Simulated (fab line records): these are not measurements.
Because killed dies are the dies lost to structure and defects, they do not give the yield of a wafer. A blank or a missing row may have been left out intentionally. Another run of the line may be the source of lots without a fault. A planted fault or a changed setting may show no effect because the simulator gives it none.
fab line records ; flow sfq_line
record lots=5; wafers=14; last_day=81
route steps=325 shown M4@152 I4@163 JJ@178 M5@206
lots that met no fault: from a run of the same line without faults
start_h: the number of hours between the record's first day and the start of the first shown wafer of the lot ; wait_h: hours from the lot's prior step to this one ; " repeats the value in the row above ; L1.1+2: one row covering several wafers at once ; - value missing, or start not given ; * or withheld: withheld ; < > ~ a bound
route shown NAME@n: names a module that has steps shown in the file, with the first one's number in the route ; usual: average and standard deviation across the fault-free wafers ; same: alike in all rows ; chamber/n: place in a boat ; sites: per-site readings ; _std_site: the values' standard deviation ; _edge_site: mean of outer sites minus mean of inner sites ; radius_mm: for every site, how far away it sits from the centre of the wafer ; mask NAME#n: copy n ; behind: tool/chamber where the wafer was last shaped ; hold: why the lot was held/for how many hours/how that ended ; device: transistor that didn't switch, given as n, p or np ; end of line: tests of these same wafers at the route's end ; for a step that has no rows: nothing shown but its recipe ; killed: not the wafer's yield, but the dies lost to structure and defects at the first sort ; map: per-die view of a wafer (x killed, . not killed, _ where there is no die)
set.NAME: setting as actually run; set.NAME@STEP: the setting as run at that earlier step ; model.NAME: the simulator's own value behind a step, which no gauge read
a table for each step, a row for each wafer; lots at some steps of the route
services: a tool's chamber out of use, with start hour (start_h, from the record's first day; less than 0 if before it), hours out, and reason
## steps
# step SFQ_TRILAYER_M4_LITHO_COAT_098
# recipe resist=BARC; spin_rpm=3000; resist_thk_nm=62
# step SFQ_TRILAYER_M4_LITHO_COAT_093
# recipe resist=KrF; spin_rpm=3000; resist_thk_nm=600
# step SFQ_TRILAYER_M4_LITHO_SOFTBAKE_097
# recipe temp_c=withheld; time_s=withheld; resist=KrF
# step SFQ_TRILAYER_M4_LITHO_EXPOSE_094
# recipe mask_id=M4; na=0.6; source_shape=conventional; sigma_outer=0.65; target_cd_nm=500; dose_mj=14.4
# step SFQ_TRILAYER_M4_LITHO_PEB_096
# recipe peb_temp_c=115; peb_time_s=60; resist=KrF
# step SFQ_TRILAYER_M4_LITHO_DEVELOP_095
# recipe time_s=60; resist=KrF
# step SFQ_M4_OVL_MEAS_926
# usual M4_OVL=-2/5.3
lot.wafer;tool;chamber;start_h;wait_h;M4_OVL[nm]
L365.3;overlay-02;-;941.49;0.1;-2
L365.4;overlay-02;-;941.49;0.1;-2
L365.6;overlay-02;-;941.49;0.1;1
L368.1;overlay-02;-;977.91;0.1;-8
L368.2;overlay-02;-;977.91;0.1;-4
L368.5;overlay-02;-;977.91;0.1;-4
L372.1;overlay-02;-;998.22;0.1;-5
L372.4;overlay-02;-;998.22;0.1;-6
L372.5;overlay-02;-;998.22;0.1;-5
L373.1;overlay-02;-;1003.02;0.1;-9
L373.5;overlay-02;-;1003.02;0.1;-7
L373.6;overlay-02;-;1003.02;0.1;-3
L383.4;overlay-01;-;1297.66;0.1;-4
L383.5;overlay-01;-;1297.66;0.1;-9
# step SFQ_TRILAYER_M4_BARC_OPEN_METAL_ETCH_123
# recipe mask_material=PR; chemistry=O2; target_depth_nm=125; target=BARC; icp_w=600; bias_w=80; pressure_mtorr=10; time_s=41.7
# usual drypump_motor_current_A=5.4/0.54; oes_product_au=0.685/0.0047
# same time_s=41.7
lot.wafer;tool;chamber;start_h;wait_h;drypump_motor_current_A;oes_product_au;rf_hours_counter_h
L365.3;rie_metal-04;0;941.55;0.1;5.3;0.692;-
L365.4;rie_metal-04;0;941.55;0.1;5.2;0.685;-
L365.6;rie_metal-04;0;941.55;0.1;5.2;0.679;-
L368.1;rie_metal-03;1;977.94;0.0;5.0;0.680;113
L368.2;rie_metal-03;0;977.94;0.0;6.0;0.687;80
L368.5;rie_metal-03;0;977.94;0.0;6.1;0.687;-
L372.1;rie_metal-04;1;998.26;0.0;5.0;0.681;68
L372.4;rie_metal-04;1;998.26;0.0;5.0;0.679;-
L372.5;rie_metal-04;0;998.26;0.0;5.2;0.689;-
L373.1;rie_metal-04;0;1003.06;0.0;5.2;0.687;3
L373.5;rie_metal-04;0;1003.06;0.0;5.2;0.686;-
L373.6;rie_metal-04;1;1003.06;0.0;5.0;0.685;-
L383.4;rie_metal-04;1;1297.70;0.0;5.0;0.682;-
L383.5;rie_metal-04;0;1297.70;0.0;5.2;0.683;-
# step SFQ_TRILAYER_M4_ETCH_METAL_ETCH_096
# recipe target=Nb; stop_on=SiO2; mask_material=PR; chemistry=Cl2/Ar; target_depth_nm=240; icp_w=600; bias_w=80; pressure_mtorr=10; time_s=120
# step SFQ_TRILAYER_M4_STRIP_STRIP_097
# recipe gas=O2; power_w=200; platen_temp_c=40; overash_fraction=0.65; chemistry=O2; pressure_mtorr=50
# usual drypump_motor_current_A=5.4/0.54; oes_product_au=1.003/0.0073
lot.wafer;tool;chamber;start_h;wait_h;drypump_motor_current_A;oes_product_au;rf_hours_counter_h
L365.3;rie_metal-04;0;942.28;0.5;5.3;1.015;-
L365.4;rie_metal-04;0;942.28;0.5;5.2;1.004;-
L365.6;rie_metal-04;0;942.28;0.5;5.2;1.006;-
L368.1;rie_metal-03;1;978.13;0.1;4.9;1.004;113
L368.2;rie_metal-03;0;978.13;0.1;6.0;0.996;80
L368.5;rie_metal-03;0;978.13;0.1;6.0;1.002;-
L372.1;rie_metal-04;1;998.44;0.1;5.0;0.997;68
L372.4;rie_metal-04;1;998.44;0.1;5.0;0.993;-
L372.5;rie_metal-04;0;998.44;0.1;5.3;0.993;-
L373.1;rie_metal-04;0;1003.24;0.1;5.3;1.013;3
L373.5;rie_metal-04;0;1003.24;0.1;5.3;1.019;-
L373.6;rie_metal-04;1;1003.24;0.1;5.0;1.008;-
L383.4;rie_metal-04;1;1298.06;0.2;5.0;0.998;-
L383.5;rie_metal-04;0;1298.06;0.2;5.2;1.012;-
# step SFQ_TRILAYER_M4_STRIP_SOLV_CLEAN_098
# recipe chemistry=NMP; temp_c=70; time_s=600
# step SFQ_TRILAYER_I4_DEP_PECVD_099
# recipe material=SiO2; temp_c=150; time_s=111.11; pressure_torr=2.4; rf_w=183.3; precursor=SiH4/N2O; target_thk_nm=500
# usual heater_power_w=88/18; throttle_valve_pct=24.8/1.5
# same time_s=111.11
lot.wafer;tool;chamber;start_h;wait_h;heater_power_w;since_wet_clean_h;throttle_valve_pct
L365.3;pecvd-02;2;943.26;0.0;87;366;23.5
L365.4;pecvd-02;1;943.26;0.0;83;-;24.8
L365.6;pecvd-02;2;943.26;0.0;89;-;23.4
L368.1;pecvd-01;2;978.92;0.0;104;1140;26.4
L368.2;pecvd-01;0;978.92;0.0;67;1140;26.3
L368.5;pecvd-01;2;978.92;0.0;86;-;26.2
L372.1;pecvd-02;2;999.22;0.0;88;421;23.7
L372.4;pecvd-02;2;999.22;0.0;74;-;23.4
L372.5;pecvd-02;0;999.22;0.0;106;-;24.7
L373.1;pecvd-01;2;1004.02;0.0;101;1165;25.9
L373.5;pecvd-01;1;1004.02;0.0;65;-;27.4
L373.6;pecvd-01;2;1004.02;0.0;104;-;26.4
L383.4;pecvd-02;0;1298.68;0.0;113;-;25.3
L383.5;pecvd-02;2;1298.68;0.0;93;-;24.8
# step SFQ_TRILAYER_I4_CMP_CMP_100
# recipe material=SiO2; down_force_psi=3; platen_rpm=60; pad_velocity_m_s=0.94248
# usual motor_current_A=10.6/1; retaining_ring_pressure_frac=1.000/0.0052; slurry_flow_ml_min=150.0/0.48; time_to_endpoint_s=215/7.2
lot.wafer;tool;chamber;start_h;wait_h;motor_current_A;retaining_ring_pressure_frac;slurry_flow_ml_min;time_to_endpoint_s;model.SiO2_of_TRILAYER_I4_DEP_PECVD_099.thk_nm
L365.4;cmp-02;1;978.62;35.3;10.7;0.997;149.8;215;198.4
L365.3;cmp-02;2;978.62;35.3;9.5;1.009;149.8;219;199.6
L365.6;cmp-02;0;980.12;36.8;9.3;0.997;149.9;222;199.9
L368.2;cmp-02;3;993.12;14.2;9.7;0.991;149.3;196;198.3
L368.1;cmp-02;1;994.12;15.2;10.9;1.006;150.0;205;199.8
L368.5;cmp-02;3;995.12;16.1;10.0;0.999;150.3;205;199.7
L372.1;cmp-02;0;1005.12;5.9;10.1;1.006;150.6;207;199.2
L372.4;cmp-02;3;1006.62;7.3;9.7;0.997;149.8;205;199.8
L372.5;cmp-02;0;1006.62;7.3;9.4;1.000;149.7;208;200.3
L373.1;cmp-01;1;1007.28;3.2;12.2;0.998;151.0;229;200.6
L373.5;cmp-01;0;1008.78;4.7;12.0;1.005;150.1;232;200
L373.6;cmp-01;1;1008.78;4.7;12.0;0.996;149.9;235;200.9
L383.4;cmp-01;2;1300.32;1.6;9.8;1.000;150.9;243;178.4
L383.5;cmp-01;1;1301.82;3.1;12.1;0.997;150.3;249;179.6
# step SFQ_I4_BOW_MEAS_927
# recipe mode=bow
# usual I4_BOW=5/9.6
lot.wafer;tool;chamber;start_h;wait_h;I4_BOW[um]
L365.3;film_metro-01;-;981.16;1.5;14
L365.4;film_metro-01;-;981.16;1.5;1
L365.6;film_metro-01;-;981.16;1.5;8
L368.1;film_metro-04;-;996.12;1.5;12
L368.2;film_metro-04;-;996.12;1.5;-1
L368.5;film_metro-04;-;996.12;1.5;-4
L372.1;film_metro-04;-;1008.12;2.5;-14
L372.4;film_metro-04;-;1008.12;2.5;-16
L372.5;film_metro-04;-;1008.12;2.5;-6
L373.1;film_metro-02;-;1009.78;2.0;-1
L373.5;film_metro-02;-;1009.78;2.0;13
L373.6;film_metro-02;-;1009.78;2.0;-2
L383.4;film_metro-01;-;1302.38;1.6;1
L383.5;film_metro-01;-;1302.38;1.6;11
# step SFQ_TRILAYER_I4_METRO_MEASURE_101
# usual thk_nm=199.7/0.86
lot.wafer;tool;chamber;start_h;wait_h;thk_nm
L365.3;film_metro-01;-;981.64;0.5;199.6
L365.4;film_metro-01;-;981.64;0.5;198.6
L365.6;film_metro-01;-;981.64;0.5;199.9
L368.1;film_metro-04;-;996.24;0.1;199.8
L368.2;film_metro-04;-;996.24;0.1;198.1
L368.5;film_metro-04;-;996.24;0.1;199.7
L372.1;film_metro-04;-;1008.24;0.1;199.4
L372.4;film_metro-04;-;1008.24;0.1;199.7
L372.5;film_metro-04;-;1008.24;0.1;200.2
L373.1;film_metro-02;-;1009.90;0.1;200.7
L373.5;film_metro-02;-;1009.90;0.1;200.2
L373.6;film_metro-02;-;1009.90;0.1;200.8
L383.4;film_metro-01;-;1303.04;0.6;178.4
L383.5;film_metro-01;-;1303.04;0.6;179.5
# step SFQ_TRILAYER_I4_VIA_LITHO_COAT_108
# recipe resist=BARC; spin_rpm=3000; resist_thk_nm=62
# step SFQ_TRILAYER_I4_VIA_LITHO_COAT_103
# recipe resist=KrF; spin_rpm=3000; resist_thk_nm=650
# step SFQ_TRILAYER_I4_VIA_LITHO_SOFTBAKE_107
# recipe temp_c=withheld; time_s=withheld; resist=KrF
# step SFQ_TRILAYER_I4_VIA_LITHO_EXPOSE_104
# recipe mask_id=I4; na=0.6; source_shape=conventional; sigma_outer=0.65; target_cd_nm=700; dose_mj=21.3
# step SFQ_TRILAYER_I4_VIA_LITHO_PEB_106
# recipe peb_temp_c=115; peb_time_s=60; resist=KrF
# step SFQ_TRILAYER_I4_VIA_LITHO_DEVELOP_105
# recipe time_s=60; resist=KrF
# step SFQ_I4_OVL_MEAS_928
# usual I4_OVL=-2/8
lot.wafer;tool;chamber;start_h;wait_h;I4_OVL[nm]
L365.3;overlay-01;-;1116.98;0.1;1
L365.4;overlay-01;-;1116.98;0.1;0
L365.6;overlay-01;-;1116.98;0.1;4
L368.1;overlay-02;-;1136.17;0.1;3
L368.2;overlay-02;-;1136.17;0.1;-1
L368.5;overlay-02;-;1136.17;0.1;13
L372.1;overlay-02;-;1150.57;0.1;-20
L372.4;overlay-02;-;1150.57;0.1;-2
L372.5;overlay-02;-;1150.57;0.1;-6
L373.1;overlay-02;-;1151.77;0.1;-13
L373.5;overlay-02;-;1151.77;0.1;-6
L373.6;overlay-02;-;1151.77;0.1;1
L383.4;overlay-01;-;1309.66;0.1;-13
L383.5;overlay-01;-;1309.66;0.1;-9
# step SFQ_TRILAYER_I4_VIA_BARC_OPEN_VIA_ETCH_146
# recipe mask_material=PR; chemistry=O2; target_depth_nm=125; target=BARC; source_w=500; bias_w=80; pressure_mtorr=30; time_s=41.7
# usual drypump_motor_current_A=5.7/0.57; oes_product_au=0.685/0.0047
# same time_s=41.7
lot.wafer;tool;chamber;start_h;wait_h;drypump_motor_current_A;oes_product_au;rf_hours_counter_h
L365.3;rie_diel-04;1;1117.00;0.0;6.2;0.686;1
L365.4;rie_diel-04;3;1117.00;0.0;6.2;0.688;7
L365.6;rie_diel-04;1;1117.00;0.0;6.3;0.688;-
L368.1;rie_diel-04;3;1136.20;0.0;6.2;0.683;7
L368.2;rie_diel-04;0;1136.20;0.0;5.5;0.677;8
L368.5;rie_diel-04;2;1136.20;0.0;5.6;0.674;-
L372.1;rie_diel-02;0;1150.60;0.0;6.3;0.682;9
L372.4;rie_diel-02;2;1150.60;0.0;5.6;0.686;14
L372.5;rie_diel-02;1;1150.60;0.0;4.8;0.684;-
L373.1;rie_diel-01;3;1151.80;0.0;6.5;0.688;5
L373.5;rie_diel-01;0;1151.80;0.0;5.7;0.682;-
L373.6;rie_diel-01;1;1151.80;0.0;4.7;0.677;-
L383.4;rie_diel-02;2;1309.70;0.0;5.6;0.690;-
L383.5;rie_diel-02;1;1309.70;0.0;4.8;0.692;-
# step SFQ_TRILAYER_I4_VIA_ETCH_VIA_ETCH_106
# recipe target=SiO2; stop_on=Nb; mask_material=PR; taper_deg=20; chemistry=CHF3; target_depth_nm=260; source_w=500; bias_w=80; pressure_mtorr=30; time_s=withheld
# usual drypump_motor_current_A=5.7/0.57; oes_product_au=0.854/0.0051
lot.wafer;tool;chamber;start_h;wait_h;drypump_motor_current_A;oes_product_au;model.etch.depth_nm;model.I4.feature_depth_nm
L365.3;rie_diel-04;1;1117.04;0.0;6.2;0.845;199.6;199.6
L365.4;rie_diel-04;3;1117.04;0.0;6.2;0.849;198.4;198.4
L365.6;rie_diel-04;1;1117.04;0.0;6.3;0.862;199.9;199.9
L368.1;rie_diel-04;3;1136.24;0.0;6.2;0.851;199.8;199.8
L368.2;rie_diel-04;0;1136.24;0.0;5.5;0.849;198.3;198.3
L368.5;rie_diel-04;2;1136.24;0.0;5.6;0.856;199.7;199.7
L372.1;rie_diel-02;0;1150.64;0.0;6.4;0.849;199.2;199.2
L372.4;rie_diel-02;2;1150.64;0.0;5.6;0.856;199.8;199.8
L372.5;rie_diel-02;1;1150.64;0.0;4.8;0.857;200.3;200.3
L373.1;rie_diel-01;3;1151.84;0.0;6.5;0.858;200.6;200.6
L373.5;rie_diel-01;0;1151.84;0.0;5.7;0.853;200;200
L373.6;rie_diel-01;1;1151.84;0.0;4.7;0.858;200.9;200.9
L383.4;rie_diel-02;2;1309.77;0.1;5.6;0.813;178.4;178.4
L383.5;rie_diel-02;1;1309.77;0.1;4.7;0.810;179.6;179.6
# step SFQ_TRILAYER_I4_VIA_STRIP_STRIP_107
# recipe gas=O2; power_w=200; platen_temp_c=40; overash_fraction=0.65; chemistry=O2; pressure_mtorr=50
# usual drypump_motor_current_A=5.7/0.43; oes_product_au=0.998/0.0077
lot.wafer;tool;chamber;start_h;wait_h;drypump_motor_current_A;oes_product_au;rf_hours_counter_h
L365.3;rie_metal-03;0;1117.36;-;6.1;1.001;-
L365.4;rie_metal-03;1;1117.36;-;5.0;1.006;-
L365.6;rie_metal-03;0;1117.36;-;6.0;1.011;-
L368.1;rie_metal-03;1;1136.36;-;5.0;1.004;133
L368.2;rie_metal-03;0;1136.36;-;6.0;1.007;100
L368.5;rie_metal-03;0;1136.36;-;6.1;0.995;-
L372.1;rie_metal-01;1;1150.76;-;5.5;1.011;102
L372.4;rie_metal-01;1;1150.76;-;5.5;1.002;-
L372.5;rie_metal-01;1;1150.76;-;5.5;0.998;-
L373.1;rie_metal-02;0;1151.96;-;6.5;1.009;134
L373.5;rie_metal-02;0;1151.96;-;6.5;1.009;-
L373.6;rie_metal-02;1;1151.96;-;5.6;1.011;-
L383.4;rie_metal-01;0;1310.03;-;6.1;0.999;-
L383.5;rie_metal-01;1;1310.03;-;5.5;1.001;-
# step SFQ_TRILAYER_I4_VIA_STRIP_SOLV_CLEAN_108
# recipe chemistry=NMP; temp_c=70; time_s=600
# step SFQ_TRILAYER_JJ_TRILAYER_DEP_PRE_CLEAN_113
# recipe gas=Ar; time_s=22.5; bias_v=250
# step SFQ_TRILAYER_JJ_TRILAYER_DEP_SPUTTER_109
# recipe material=Nb; base_pressure_pa=1.33e-06; chamber_pressure_pa=0.1333; substrate_temp_c=20; target_thk_nm=150; power_w=2000; time_s=100
# step SFQ_TRILAYER_JJ_TRILAYER_DEP_SPUTTER_110
# recipe material=Al; base_pressure_pa=1.33e-06; target_thk_nm=8; power_w=500; time_s=10; chamber_pressure_pa=0.4
# step SFQ_TRILAYER_JJ_TRILAYER_DEP_AL_OXIDATION_111
# recipe pressure_mbar=0.014667; oxidation_time_s=600; temperature_k=293
# step SFQ_TRILAYER_JJ_TRILAYER_DEP_SPUTTER_112
# recipe material=Nb; base_pressure_pa=1.33e-06; chamber_pressure_pa=0.1333; substrate_temp_c=20; target_thk_nm=170; power_w=2000; time_s=113.3
# step SFQ_JJ_RS_MEAS_929
# recipe thk_meas_gauge=four-point-probe; reads=Nb_of_TRILAYER_JJ_TRILAYER_DEP_SPUTTER_112
# usual JJ_NB_RS=1.051/0.0085
lot.wafer;tool;chamber;start_h;wait_h;JJ_NB_RS[ohm/sq]
L365.3;film_metro-03;-;1119.17;0.1;1.056
L365.4;film_metro-03;-;1119.17;0.1;1.060
L365.6;film_metro-03;-;1119.17;0.1;1.064
L368.1;film_metro-02;-;1138.33;0.0;1.046
L368.2;film_metro-02;-;1138.33;0.0;1.047
L368.5;film_metro-02;-;1138.33;0.0;1.052
L372.1;film_metro-03;-;1152.73;0.0;1.053
L372.4;film_metro-03;-;1152.73;0.0;1.041
L372.5;film_metro-03;-;1152.73;0.0;1.054
L373.1;film_metro-02;-;1153.93;0.0;1.052
L373.5;film_metro-02;-;1153.93;0.0;1.033
L373.6;film_metro-02;-;1153.93;0.0;1.053
L383.4;film_metro-01;-;1311.87;0.1;1.043
L383.5;film_metro-01;-;1311.87;0.1;1.054
# step SFQ_TRILAYER_JJ_CE_LITHO_COAT_119
# recipe resist=BARC; spin_rpm=3000; resist_thk_nm=62
# step SFQ_TRILAYER_JJ_CE_LITHO_COAT_114
# recipe resist=KrF; spin_rpm=3000; resist_thk_nm=600
# step SFQ_TRILAYER_JJ_CE_LITHO_SOFTBAKE_118
# recipe temp_c=withheld; time_s=withheld; resist=KrF
# step SFQ_TRILAYER_JJ_CE_LITHO_EXPOSE_115
# recipe mask_id=J5; na=0.6; source_shape=conventional; sigma_outer=0.65; target_cd_nm=700; dose_mj=14.4
# step SFQ_TRILAYER_JJ_CE_LITHO_PEB_117
# recipe peb_temp_c=115; peb_time_s=60; resist=KrF
# step SFQ_TRILAYER_JJ_CE_LITHO_DEVELOP_116
# recipe time_s=60; resist=KrF
# step SFQ_JJ_OVL_MEAS_931
# usual J5_OVL=2/6.5
lot.wafer;tool;chamber;start_h;wait_h;J5_OVL[nm]
L365.3;overlay-01;-;1250.06;0.1;-6
L365.4;overlay-01;-;1250.06;0.1;-11
L365.6;overlay-01;-;1250.06;0.1;-6
L368.1;overlay-01;-;1268.18;0.1;5
L368.2;overlay-01;-;1268.18;0.1;4
L368.5;overlay-01;-;1268.18;0.1;6
L372.1;overlay-01;-;1277.78;0.1;5
L372.4;overlay-01;-;1277.78;0.1;-4
L372.5;overlay-01;-;1277.78;0.1;5
L373.1;overlay-02;-;1278.98;0.1;14
L373.5;overlay-02;-;1278.98;0.1;17
L373.6;overlay-02;-;1278.98;0.1;11
L383.4;overlay-01;-;1427.38;0.1;-6
L383.5;overlay-01;-;1427.38;0.1;-3
# step SFQ_TRILAYER_JJ_CE_METRO_MEASURE_117
# step SFQ_TRILAYER_JJ_CE_BARC_OPEN_RIE_150
# recipe mask_material=PR; chemistry=O2; target_depth_nm=240; target=BARC; icp_w=600; bias_w=80; pressure_mtorr=10; time_s=80
# step SFQ_TRILAYER_M5_ETCH_METAL_ETCH_126
# recipe target=Nb; stop_on=SiO2; mask_material=PR; over_etch_frac=0.15; time_s=203.2; chemistry=Cl2/BCl3; target_depth_nm=265; icp_w=600; bias_w=80; pressure_mtorr=10
# usual drypump_motor_current_A=5.5/0.47; oes_product_au=0.729/0.006
# same time_s=203.2
lot.wafer;tool;chamber;start_h;wait_h;drypump_motor_current_A;oes_product_au;rf_hours_counter_h;model.SiO2_of_TRILAYER_I4_DEP_PECVD_099.thk_nm
L365.3;rie_metal-03;0;1380.73;0.1;6.0;0.721;-;179.9
L365.4;rie_metal-03;1;1380.73;0.1;4.9;0.714;-;178.7
L365.6;rie_metal-03;0;1380.73;0.1;6.0;0.729;-;180.1
L368.1;rie_metal-03;1;1395.06;0.0;5.0;0.731;35;180.1
L368.2;rie_metal-03;0;1395.06;0.0;6.0;0.730;11;178.7
L368.5;rie_metal-03;1;1395.06;0.0;5.0;0.733;-;179.9
L372.1;rie_metal-01;0;1404.66;0.0;6.1;0.718;58;179.5
L372.4;rie_metal-01;1;1404.66;0.0;5.5;0.722;-;180.2
L372.5;rie_metal-01;1;1404.66;0.0;5.5;0.739;-;180.7
L373.1;rie_metal-01;1;1407.06;0.0;5.5;0.730;6;180.9
L373.5;rie_metal-01;1;1407.06;0.0;5.5;0.727;-;180.5
L373.6;rie_metal-01;0;1407.06;0.0;6.1;0.729;-;181.2
L383.4;rie_metal-03;1;1523.53;0.1;5.0;0.723;-;158.7
L383.5;rie_metal-03;1;1523.53;0.1;5.0;0.732;-;159.9
## services
tool;chamber;start_h;hours;kind
rie_metal-04;1;931.34;13.9;repair
rie_diel-04;-;938.26;2.8;pm
rie_diel-04;1;956.45;6.0;repair
rie_diel-04;-;987.41;15.6;pm
rie_diel-02;-;1007.97;0.5;repair
rie_metal-04;0;1010.97;14.9;repair
rie_metal-04;-;1031.18;2.8;pm
rie_metal-01;1;1055.09;7.8;repair
rie_diel-02;-;1055.97;1.1;repair
rie_metal-01;-;1084.43;2.8;pm
rie_diel-02;0;1091.24;5.7;repair
rie_diel-04;1;1124.19;12.7;repair
rie_diel-04;3;1152.74;57.3;repair
rie_metal-03;-;1216.44;2.8;pm
rie_metal-03;0;1267.37;15.5;repair
rie_diel-04;3;1334.40;7.9;repair
rie_metal-04;0;1340.96;3.7;repair
rie_metal-01;-;1349.40;0.3;repair
rie_diel-04;3;1414.12;7.2;repair
rie_diel-04;1;1446.55;7.7;repair
rie_metal-04;0;1467.35;1.2;repair
rie_metal-01;0;1473.61;1.1;repair
rie_diel-04;-;1499.06;0.3;repair
rie_metal-04;1;1516.00;26.5;repair
## key
first_sign step=SFQ_TRILAYER_I4_CMP_CMP_100; reading=time_to_endpoint_s; direction=up; sigmas=4.4; usual=*; struck=*
effect step=SFQ_TRILAYER_I4_METRO_MEASURE_101; reading=thk_nm; direction=down; sigmas=24; usual=199.7; struck=179.0
effect step=SFQ_TRILAYER_I4_VIA_ETCH_VIA_ETCH_106; reading=oes_product_au; direction=down; sigmas=8.3; usual=0.854; struck=0.811
model_effect step=SFQ_TRILAYER_I4_CMP_CMP_100; value=SiO2_of_TRILAYER_I4_DEP_PECVD_099.thk_nm; without=199; struck=179
model_effect step=SFQ_TRILAYER_I4_VIA_ETCH_VIA_ETCH_106; value=etch.depth_nm; without=199; struck=179
model_effect step=SFQ_TRILAYER_M5_ETCH_METAL_ETCH_126; value=SiO2_of_TRILAYER_I4_DEP_PECVD_099.thk_nm; without=179.3; struck=159.3
met_at SFQ_TRILAYER_I4_CMP_CMP_100
struck_wafers L383.4,L383.5
onset_between 1007.28 1300.32
fault kind=process_parameter_drift; tool=cmp-01; chamber=-; onset_h=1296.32; steps=SFQ_TRILAYER_I4_CMP_CMP_100; channel=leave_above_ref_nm; offset=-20; shape=step; end_h=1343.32; scope=struck_wafers_only; acts_in=these_recipes_only; stated=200
